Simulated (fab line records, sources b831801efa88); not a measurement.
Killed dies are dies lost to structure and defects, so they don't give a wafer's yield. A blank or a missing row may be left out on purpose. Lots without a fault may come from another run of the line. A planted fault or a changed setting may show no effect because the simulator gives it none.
Which tool did it? | flow sky130 | 6 lots, 18 wafers sampled, at 1 step of a route of 708

WHAT THE GAUGES READ, wafer by wafer
SKY_SONOS_ONO_THK_MEAS_03.
lot  | measured     | on            | SONOS_ONO_CVD_02_THK (nm)
L285 | day 12 03:24 | film_metro-03 | 10.31 10.22 10.34
L289 | day 13 09:01 | film_metro-03 | 10.53 10.64 10.56
L293 | day 14 21:26 | film_metro-03 | 10.45 10.44 10.47
L295 | day 15 05:34 | film_metro-01 | 10.47 10.57 10.66
L302 | day 17 19:31 | film_metro-01 | 10.44 10.45 10.39
L304 | day 18 08:48 | film_metro-03 | 10.24 10.42 10.37

WHICH TOOL RAN EACH LOT (tool, then ch and the chambers of the sampled wafers, then the start)
The record holds no process step before these readings.

THE ANSWER, worked out from the rows above alone
Rule: what is usual is taken from the lots themselves. Put in order of their means at a reading, lots are off if they are a third of the lots or fewer, leave a main group of 4 or more, and stand apart from it by a gap of 3 or more times the standard deviation of the main group's means; of several such gaps the widest counts. A main group whose means are all the same, to the digits that the tables above print for the reading, isn't used. A lot without any number at a reading at which 4 lots or more have one is off too. The other lots that the step has rows for count as sound.
No lot is off at any reading shown: from this, nothing can be told.

WHAT THE SIMULATOR HAD PUT IN
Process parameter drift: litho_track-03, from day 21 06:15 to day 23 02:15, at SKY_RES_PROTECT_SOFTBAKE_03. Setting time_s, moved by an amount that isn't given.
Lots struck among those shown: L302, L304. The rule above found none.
